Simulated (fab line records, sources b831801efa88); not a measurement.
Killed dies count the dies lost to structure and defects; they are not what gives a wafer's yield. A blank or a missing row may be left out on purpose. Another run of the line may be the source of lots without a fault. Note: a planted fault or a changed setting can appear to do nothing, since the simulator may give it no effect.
Which tool did it? :: flow sky130 :: 11 lots (33 wafers sampled), 1 step of a 708-step route

== WHAT THE GAUGES SHOWED, per wafer ==
SKY_VIA3_RS_MEAS_22: measures by four-point-probe.
lot: L363
measured: day 39 14:13
on: film metro-02
VIA3_W_RS (ohm/sq): 0.293 0.292 0.291

lot: L364
measured: day 39 21:26
on: film metro-03
VIA3_W_RS (ohm/sq): 0.294 0.292 0.291

lot: L366
measured: day 40 15:51
on: film metro-04
VIA3_W_RS (ohm/sq): 0.291 0.293 0.293

lot: L369
measured: day 41 16:22
on: film metro-04
VIA3_W_RS (ohm/sq): 0.288 0.288 0.287

lot: L370
measured: day 41 18:17
on: film metro-02
VIA3_W_RS (ohm/sq): 0.294 0.295 0.295

lot: L371
measured: day 41 23:58
on: film metro-03
VIA3_W_RS (ohm/sq): 0.288 0.290 0.285

lot: L375
measured: day 43 00:53
on: film metro-04
VIA3_W_RS (ohm/sq): 0.294 0.296 0.295

lot: L378
measured: day 43 21:04
on: film metro-04
VIA3_W_RS (ohm/sq): 0.290 0.288 0.288

lot: L379
measured: day 44 16:13
on: film metro-04
VIA3_W_RS (ohm/sq): 0.292 0.297 0.291

lot: L383
measured: day 45 07:23
on: film metro-03
VIA3_W_RS (ohm/sq): 0.293 0.297 0.296

lot: L386
measured: day 46 02:01
on: film metro-02
VIA3_W_RS (ohm/sq): 0.294 0.297 0.297

== WHAT TOOL EACH LOT RAN ON (gives the tool, then ch and the chambers of the sampled wafers, and finally the start) ==
No process step before these readings appears in the record.

== THE ANSWER, worked out from the rows above alone ==
Rule: what is usual is taken from the lots themselves. The widest of any qualifying gaps counts: lots, ordered by their means at a reading, are off when they make up no more than a third of the lots, leave a main group of 4 or more, and stand apart from it by 3 or more times the standard deviation of that group's means. A main group is skipped when, at the precision printed for the reading in the tables above, its means are all equal. A lot without any number at a reading at which 4 lots or more have one is off too. The other lots that the step has rows for count as sound.
No lot is off on any of the readings shown, so nothing can be concluded from this.

== WHAT THE SIMULATOR HAD PUT IN ==
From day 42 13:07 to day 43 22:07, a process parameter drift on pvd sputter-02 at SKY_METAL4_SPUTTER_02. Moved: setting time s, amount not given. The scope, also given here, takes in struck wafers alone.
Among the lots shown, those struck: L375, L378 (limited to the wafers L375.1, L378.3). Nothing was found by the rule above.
